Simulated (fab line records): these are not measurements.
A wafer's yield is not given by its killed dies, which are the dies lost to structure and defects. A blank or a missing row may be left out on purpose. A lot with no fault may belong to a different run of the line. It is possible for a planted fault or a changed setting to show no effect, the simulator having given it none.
fab line records | flow sfq-line
record: lots: 6 wafers: 16 last-day: 95
route steps=325 shown M6@259 I6@266
lots that met no fault: taken from a fault-free run of the same line
start-h: the number of hours between the record's first day and the start of the first shown wafer of the lot | wait-h: how many hours have passed since the lot's step before this one | " as in the row above | L1.1+2: a single row standing in for several wafers | - no value, or no start was given | * or withheld: withheld | < > ~ a bound
route shown NAME@n: names a module that has steps shown in the file, with the first one's number in the route | usual: mean/standard deviation taken from wafers without a fault | same: alike in all rows | chamber/n: place in a boat | sites: readings site by site | _std_site: standard deviation across them | _edge_site: mean of outer sites minus mean of inner sites | radius-mm: for every site, how far away it sits from the centre of the wafer | mask NAME#n: copy n | behind: tool/chamber where the wafer was last shaped | hold: what put the lot on hold/how long, in hours/how the hold closed | device: the transistor (n, p or np) that didn't switch | end of line: tests of these same wafers at the route's end | a step given without rows: its recipe and nothing more | killed: the dies lost at the first sort to structure and to defects; this is not the yield of the wafer | map: the dies of a wafer, with x for killed, . for not killed, _ for no die there
set.NAME: setting as actually run; set.NAME@STEP: the setting as run at that earlier step | model.NAME: the simulator's own value behind a step, which no gauge read
lots seen at some steps along the route; tables by step, rows by wafer
services: a tool's chamber out of use, with start hour (start-h, from the record's first day; less than 0 if before it), hours out, and reason
== steps ==
step: SFQ_TRILAYER_M6_LITHO_PEB_162
recipe: peb-temp-c: 115 peb-time-s: 60 resist: KrF
step: SFQ_TRILAYER_M6_LITHO_DEVELOP_161
recipe: time-s: 60 resist: KrF
step: SFQ_M6_OVL_MEAS_940
usual: M6_OVL: -2/5.8
columns lot.wafer tool chamber start-h wait-h M6_OVL[nm]
L177.1 overlay-02 - 1758.38 0.1 1
L177.2 " - " " 5
L177.5 " - " " -1
L178.1 overlay-01 - 1767.05 0.1 1
L178.3 " - " " -3
L178.4 " - " " -12
L179.1 overlay-02 - 1775.45 0.1 5
L179.4 " - " " 6
L179.5 " - " " 2
L188.1 overlay-02 - 1990.03 0.1 3
L188.3 " - " " -3
L192.4 overlay-01 - 2003.25 0.1 -5
L192.6 " - " " -6
L193.1 overlay-01 - 2008.15 0.1 5
L193.3 " - " " 10
L193.6 " - " " 1
step: SFQ_TRILAYER_M6_BARC_OPEN_METAL_ETCH_206
recipe: mask-material: PR chemistry: O2 target-depth-nm: 125 target: BARC icp-w: 600 bias-w: 80 pressure-mtorr: 10 time-s: 41.7
usual: drypump-motor-current-A: 5.6/0.48 oes-product-au: 0.685/0.0044 rf-fwd-power-W: 595.6/1.8
same: time-s: 41.7
columns lot.wafer tool chamber start-h wait-h drypump-motor-current-A oes-product-au rf-fwd-power-W rf-hours-counter-h
L177.1 rie-metal-01 0 1758.42 0.0 5.4 0.691 594.9 89
L177.2 " 1 " " 5.4 0.689 596.7 34
L177.5 " 1 " " 5.4 0.689 595.3 -
L178.1 rie-metal-04 0 1767.09 0.0 5.2 0.687 594.6 51
L178.3 " 0 " " 5.3 0.687 594.1 -
L178.4 " 1 " " 5.2 0.688 594.6 -
L179.1 rie-metal-02 0 1775.49 0.0 5.3 0.690 594.5 98
L179.4 " 1 " " 6.4 0.685 596.5 -
L179.5 " 1 " " 6.4 0.687 598.1 -
L188.1 rie-metal-01 1 1990.07 0.0 5.4 0.686 595.6 72
L188.3 " 0 " " 5.4 0.689 595.3 -
L192.4 rie-metal-01 1 2003.29 0.0 5.4 0.691 594.9 -
L192.6 " 0 " " 5.4 0.688 590.7 -
L193.1 rie-metal-02 0 2008.19 0.0 5.3 0.686 594.6 130
L193.3 " 1 " " 6.4 0.683 595.7 -
L193.6 " 1 " " 6.5 0.684 595.5 -
step: SFQ_TRILAYER_M6_ETCH_METAL_ETCH_162
recipe: target: Nb stop-on: SiO2 mask-material: PR chemistry: Cl2/Ar target-depth-nm: 240 icp-w: 600 bias-w: 80 pressure-mtorr: 10 time-s: 120
step: SFQ_TRILAYER_M6_STRIP_STRIP_163
recipe: gas: O2 power-w: 200 platen-temp-c: 40 overash-fraction: 0.65 chemistry: O2 pressure-mtorr: 50
usual: drypump-motor-current-A: 5.6/0.48 oes-product-au: 1.002/0.0083
columns lot.wafer tool chamber start-h wait-h drypump-motor-current-A oes-product-au rf-hours-counter-h
L177.1 rie-metal-01 0 1758.60 0.1 5.4 0.999 89
L177.2 " 1 " " 5.4 1.010 34
L177.5 " 1 " " 5.4 1.014 -
L178.1 rie-metal-04 0 1767.27 0.1 5.3 0.997 51
L178.3 " 0 " " 5.3 1.001 -
L178.4 " 1 " " 5.2 1.009 -
L179.1 rie-metal-02 0 1775.67 0.1 5.3 1.004 98
L179.4 " 1 " " 6.4 0.993 -
L179.5 " 1 " " 6.4 1.001 -
L188.1 rie-metal-01 1 1990.25 0.1 5.4 1.013 72
L188.3 " 0 " " 5.4 0.999 -
L192.4 rie-metal-01 1 2003.65 0.2 5.4 1.010 -
L192.6 " 0 " " 5.4 0.994 -
L193.1 rie-metal-02 0 2008.37 0.1 5.3 1.009 130
L193.3 " 1 " " 6.4 0.998 -
L193.6 " 1 " " 6.4 1.006 -
step: SFQ_TRILAYER_M6_STRIP_SOLV_CLEAN_164
recipe: chemistry: NMP temp-c: 70 time-s: 600
step: SFQ_TRILAYER_I6_DEP_PECVD_165
recipe: material: SiO2 temp-c: 150 time-s: 111.11 pressure-torr: 2.4 rf-w: 183.3 precursor: SiH4/N2O target-thk-nm: 500
step: SFQ_TRILAYER_I6_CMP_CMP_166
recipe: material: SiO2 down-force-psi: 3 platen-rpm: 60 pad-velocity-m-s: 0.94248
usual: motor-current-A: 10.2/0.74 time-to-endpoint-s: 221/8.5
columns lot.wafer tool chamber start-h wait-h motor-current-A time-to-endpoint-s
L177.2 cmp-01 2 1759.46 0.0 10.0 212
L177.1 " 0 1760.46 1.0 10.5 205
L177.5 " 3 1761.96 2.5 10.2 216
L178.1 cmp-01 0 1768.13 0.0 10.9 218
L178.3 " 1 " " 10.4 215
L178.4 " 3 1769.63 1.5 10.0 226
L179.4 cmp-01 1 1777.03 0.5 9.6 224
L179.1 " 3 1778.03 1.5 10.4 223
L179.5 " 0 " " 10.7 216
L188.3 cmp-01 3 1994.29 3.2 10.2 224
L188.1 " 2 1995.79 4.7 10.1 207
L192.4 cmp-01 0 2012.12 7.8 11.1 225
L192.6 " 3 2013.62 9.3 10.1 248
L193.1 cmp-01 1 2020.62 11.4 10.0 232
L193.3 " 2 " " 9.8 231
L193.6 " 0 2022.12 12.9 10.3 234
step: SFQ_I6_BOW_MEAS_941
recipe: mode: bow
usual: I6_BOW: 6/9.8
columns lot.wafer tool chamber start-h wait-h I6_BOW[um]
L177.1 film-metro-03 - 1762.46 1.5 13
L177.2 " - " " 11
L177.5 " - " " 6
L178.1 film-metro-02 - 1771.13 2.5 5
L178.3 " - " " 11
L178.4 " - " " 8
L179.1 film-metro-03 - 1779.53 1.0 26
L179.4 " - " " 22
L179.5 " - " " 11
L188.1 film-metro-03 - 1997.29 1.0 8
L188.3 " - " " 4
L192.4 film-metro-04 - 2014.18 1.6 6
L192.6 " - " " 2
L193.1 film-metro-02 - 2023.12 2.0 10
L193.3 " - " " 10
L193.6 " - " " -3
step: SFQ_TRILAYER_I6_METRO_MEASURE_167
step: SFQ_TRILAYER_I6_VIA_LITHO_COAT_174
recipe: resist: BARC spin-rpm: 3000 resist-thk-nm: 62
step: SFQ_TRILAYER_I6_VIA_LITHO_COAT_169
recipe: resist: KrF spin-rpm: 3000 resist-thk-nm: 650
columns lot.wafer tool chamber start-h wait-h model.KrF_of_TRILAYER_I6_VIA_LITHO_COAT_169.thk-nm
L177.1 litho-track-02 0 1764.08 0.2 648.7
L177.2 " 0 " " 647.2
L177.5 " 0 " " 649.9
L178.1 litho-track-03 0 1772.75 0.2 648.9
L178.3 " 0 " " 649.6
L178.4 " 0 " " 650.1
L179.1 litho-track-01 0 1781.15 0.2 651
L179.4 " 0 " " 650.1
L179.5 " 0 " " 654
L188.1 litho-track-03 0 1998.91 0.2 677.8
L188.3 " 0 " " 652.2
L192.4 litho-track-03 0 2015.89 0.2 649.3
L192.6 " 0 " " 675.5
L193.1 litho-track-02 0 2024.74 0.2 648.4
L193.3 " 0 " " 648.8
L193.6 " 0 " " 649.3
step: SFQ_TRILAYER_I6_VIA_LITHO_SOFTBAKE_173
recipe: temp-c: withheld time-s: withheld resist: KrF
step: SFQ_TRILAYER_I6_VIA_LITHO_EXPOSE_170
recipe: mask-id: I6 na: 0.6 source-shape: conventional sigma-outer: 0.65 target-cd-nm: 700 dose-mj: 21.3
step: SFQ_TRILAYER_I6_VIA_LITHO_PEB_172
recipe: peb-temp-c: 115 peb-time-s: 60 resist: KrF
step: SFQ_TRILAYER_I6_VIA_LITHO_DEVELOP_171
recipe: time-s: 60 resist: KrF
step: SFQ_I6_OVL_MEAS_942
usual: I6_OVL: 0/4.6
columns lot.wafer tool chamber start-h wait-h I6_OVL[nm]
L177.1 overlay-01 - 1850.54 0.1 3
L177.2 " - " " 2
L177.5 " - " " 4
L178.1 overlay-02 - 1857.74 0.1 -4
L178.3 " - " " -3
L178.4 " - " " 1
L179.1 overlay-02 - 1869.74 0.1 -2
L179.4 " - " " -5
L179.5 " - " " -4
L188.1 overlay-01 - 2000.86 0.1 -6
L188.3 " - " " -3
L192.4 overlay-01 - 2091.68 0.1 3
L192.6 " - " " -1
L193.1 overlay-02 - 2098.87 0.1 5
L193.3 " - " " 4
L193.6 " - " " 0
step: SFQ_TRILAYER_I6_VIA_BARC_OPEN_VIA_ETCH_235
recipe: mask-material: PR chemistry: O2 target-depth-nm: 125 target: BARC source-w: 500 bias-w: 80 pressure-mtorr: 30 time-s: 41.7
usual: drypump-motor-current-A: 5.3/0.42 oes-product-au: 0.685/0.0051 rf-fwd-power-W: 494.4/2
same: time-s: 41.7
columns lot.wafer tool chamber start-h wait-h drypump-motor-current-A oes-product-au rf-fwd-power-W rf-hours-counter-h
L177.1 rie-diel-02 1 1850.58 0.0 4.8 0.681 494.4 2
L177.2 " 2 " " 5.0 0.679 494.9 19
L177.5 " 3 " " 4.9 0.681 493.7 -
L178.1 rie-diel-01 3 1857.78 0.0 5.6 0.687 493.8 16
L178.3 " 2 " " 6.4 0.686 493.8 17
L178.4 " 1 " " 5.3 0.676 492.0 0
L179.1 rie-diel-01 3 1869.78 0.0 5.6 0.685 494.3 17
L179.4 " 2 " " 6.3 0.690 495.0 17
L179.5 " 2 " " 6.3 0.679 494.4 -
L188.1 rie-diel-01 0 2000.89 0.0 5.6 0.699 491.7 0
L188.3 " 2 " " 6.3 0.694 495.5 0
L192.4 rie-diel-04 2 2091.70 0.0 5.0 0.674 495.3 11
L192.6 " 3 " " 5.5 0.691 499.4 -
L193.1 rie-diel-01 0 2098.90 0.0 5.6 0.681 490.8 0
L193.3 " 3 " " 5.6 0.682 493.5 0
L193.6 " 2 " " 6.3 0.686 496.8 -
step: SFQ_TRILAYER_I6_VIA_ETCH_VIA_ETCH_172
recipe: target: SiO2 stop-on: Nb mask-material: PR taper-deg: 20 chemistry: CHF3 target-depth-nm: 260 source-w: 500 bias-w: 80 pressure-mtorr: 30 time-s: withheld
usual: drypump-motor-current-A: 5.3/0.42 oes-product-au: 0.857/0.0057 rf-fwd-power-W: 497.9/1.5
columns lot.wafer tool chamber start-h wait-h drypump-motor-current-A oes-product-au rf-fwd-power-W model.KrF_of_TRILAYER_I6_VIA_LITHO_COAT_169.thk-nm
L177.1 rie-diel-02 1 1850.62 0.0 4.9 0.848 498.3 526.4
L177.2 " 2 " " 5.0 0.844 494.2 527.8
L177.5 " 3 " " 4.9 0.860 497.9 528.7
L178.1 rie-diel-01 3 1857.82 0.0 5.6 0.849 496.6 529.3
L178.3 " 2 " " 6.3 0.856 497.9 529.6
L178.4 " 1 " " 5.3 0.857 499.2 528.5
L179.1 rie-diel-01 3 1869.82 0.0 5.6 0.850 499.6 530.2
L179.4 " 2 " " 6.3 0.847 500.2 529.5
L179.5 " 2 " " 6.3 0.851 498.1 533.5
L188.1 rie-diel-01 0 2000.93 0.0 5.6 0.850 495.3 556.7
L188.3 " 2 " " 6.3 0.851 498.2 532
L192.4 rie-diel-04 2 2091.74 0.0 4.9 0.862 497.1 527.3
L192.6 " 3 " " 5.4 0.854 499.8 553.4
L193.1 rie-diel-01 0 2098.94 0.0 5.6 0.847 497.8 526.5
L193.3 " 3 " " 5.6 0.861 499.6 528.2
L193.6 " 2 " " 6.3 0.867 498.1 529.4
step: SFQ_TRILAYER_I6_VIA_STRIP_STRIP_173
recipe: gas: O2 power-w: 200 platen-temp-c: 40 overash-fraction: 0.65 chemistry: O2 pressure-mtorr: 50
usual: drypump-motor-current-A: 5.6/0.41 oes-product-au: 1.001/0.0073
columns lot.wafer tool chamber start-h wait-h drypump-motor-current-A oes-product-au rf-hours-counter-h
L177.1 rie-metal-04 1 1850.73 - 5.2 0.993 72
L177.2 " 0 " " 5.3 0.993 65
L177.5 " 0 " " 5.3 0.993 -
L178.1 rie-metal-03 0 1857.93 - 5.5 1.002 97
L178.3 " 0 " " 5.5 1.012 -
L178.4 " 1 " " 5.8 1.013 -
L179.1 rie-metal-02 0 1869.93 - 5.3 1.009 112
L179.4 " 1 " " 6.4 0.996 -
L179.5 " 0 " " 5.3 1.006 -
L188.1 rie-metal-03 0 2001.05 - 5.5 0.996 114
L188.3 " 0 " " 5.5 1.008 -
L192.4 rie-metal-02 1 2092.05 - 6.4 0.999 -
L192.6 " 1 " " 6.4 0.989 -
L193.1 rie-metal-04 1 2099.05 - 5.2 1.009 106
L193.3 " 1 " " 5.2 0.994 -
L193.6 " 1 " " 5.1 1.002 -
== services ==
columns tool chamber start-h hours kind
rie-diel-02 1 1746.07 10.6 repair
rie-diel-01 1 1748.85 1.4 repair
rie-diel-02 - 1765.66 0.4 repair
cmp-01 - 1774.08 2.1 repair
rie-diel-01 2 1784.64 4.8 repair
rie-metal-04 1 1809.49 3.3 repair
rie-metal-04 - 1824.92 0.4 repair
cmp-01 - 1827.49 1.2 repair
rie-metal-02 - 1829.42 0.1 repair
rie-metal-02 - 1860.86 0.8 repair
cmp-01 - 1873.02 1.5 repair
cmp-01 - 1886.19 0.7 repair
cmp-01 - 1892.63 0.7 repair
rie-metal-04 - 1926.32 0.3 repair
cmp-01 - 1938.82 4.0 pm
cmp-01 - 1942.59 2.5 repair
rie-metal-04 - 1946.29 1.4 pm
rie-diel-01 1 1948.62 8.5 repair
rie-metal-01 - 1969.86 2.8 pm
cmp-01 - 1970.10 6.2 pm
rie-metal-02 0 1979.83 8.4 repair
cmp-01 - 2000.29 4.8 pm
rie-diel-01 - 2090.57 1.3 repair
cmp-01 - 2094.24 0.9 repair
== key ==
first-sign none at tools or gauges
model-effect: step: SFQ_TRILAYER_I6_VIA_LITHO_COAT_169 value: KrF_of_TRILAYER_I6_VIA_LITHO_COAT_169.thk-nm without: 650.2 struck: 676.6
model-effect: step: SFQ_TRILAYER_I6_VIA_ETCH_VIA_ETCH_172 value: KrF_of_TRILAYER_I6_VIA_LITHO_COAT_169.thk-nm without: 528.6 struck: 555
met-at SFQ_TRILAYER_I6_VIA_LITHO_COAT_169
struck-wafers L188.1,L192.6
onset-between 1772.75 1998.91
fault: kind: process-parameter-drift tool: litho-track-03 chamber: - onset-h: 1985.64 steps: SFQ_TRILAYER_I6_VIA_LITHO_COAT_169 channel: resist-thk-nm offset: 26.45 shape: step end-h: 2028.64 scope: struck-wafers-only acts-in: these-recipes-only stated: 650
